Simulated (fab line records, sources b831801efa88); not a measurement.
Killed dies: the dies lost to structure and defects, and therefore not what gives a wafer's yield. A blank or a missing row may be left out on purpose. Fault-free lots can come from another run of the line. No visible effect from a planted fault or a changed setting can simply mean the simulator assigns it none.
Matching of chambers | flow gf180mcu | cmp-02 running GF_V5_CMP_26: 4 sister chambers
The step polishes, stops on SiO2, t overpolish 15 s, target thk 0 nm. 14 wafers are shown with their chamber, then 7 later ones without.

## WAFERS WITH THEIR CHAMBER
wafer  | chamber | time_to_endpoint_s (s) | motor_current_A (A) | overpolish_run_s (s)
L640.3 | 3       | 82                     | 12.1                | 14.992
L640.5 | 1       | 88                     | 11.3                | 15.009
L640.6 | 0       | 93                     | 11.0                | 14.987
L642.1 | 3       | 79                     | 11.7                | 14.994
L642.4 | 0       | 84                     | 10.7                | 15.006
L642.6 | 0       | 85                     | 10.2                | 15.000
L643.2 | 2       | 75                     | 11.1                | 15.001
L643.4 | 0       | 92                     | 10.8                | 14.996
L643.6 | 3       | 78                     | 12.8                | 14.978
L644.1 | 3       | 77                     | 12.6                | 15.003
L644.2 | 2       | 79                     | 11.2                | 15.004
L644.4 | 1       | 86                     | 10.7                | 14.993
L654.1 | 2       | 74                     | 10.7                | 14.999
L654.4 | 0       | 84                     | 9.9                 | 15.003

SIGNATURES (means of the wafers above)
reading            | chamber 0 | chamber 1 | chamber 2 | chamber 3 | scatter within a chamber
time_to_endpoint_s | 87.60     | 87.00     | 76.00     | 79.00     | 3.33
motor_current_A    | 10.520    | 11.000    | 11.000    | 12.300    | 0.435
overpolish_run_s   | 14.99840  | 15.00100  | 15.00133  | 14.99175  | 0.00824
Rule: for each reading, subtract the chamber's mean from the wafer's reading, divide by that reading's scatter and square the result; add these up over the readings and take the root, which gives the wafer's distance from the chamber. The wafer belongs to the nearest chamber; if the next one is less than 2 further off, it can't be placed. The scatter: the root of (the sum of the squares of (reading less its chamber's mean) over the shown wafers, divided by (wafers less chambers)).

## WAFERS WHOSE CHAMBER IS MISSING
wafer  | time_to_endpoint_s (s) | motor_current_A (A) | overpolish_run_s (s)
L654.6 | 83                     | 10.8                | 15.001
L658.2 | 78                     | 12.6                | 14.995
L658.3 | 78                     | 10.9                | 15.005
L658.6 | 86                     | 11.2                | 14.988
L659.1 | 77                     | 13.1                | 15.010
L659.4 | 85                     | 10.3                | 15.003
L659.6 | 80                     | 13.4                | 14.999

## CHAMBER TAKEN BY EACH
wafer  | from the rows above               | in truth
L654.6 | can't be placed: 1 or 0 or 2      | 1
L658.2 | 3                                 | 3
L658.3 | can't be placed: 2 or 1           | 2
L658.6 | can't be placed: 1 or 0 or 3 or 2 | 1
L659.1 | 3                                 | 3
L659.4 | can't be placed: 0 or 1           | 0
L659.6 | 3                                 | 3
Correct placement for 3 of the 7. Cannot be placed on the basis of these rows: 4; the candidates contain the true chamber in 4. Placed wrongly: 0.
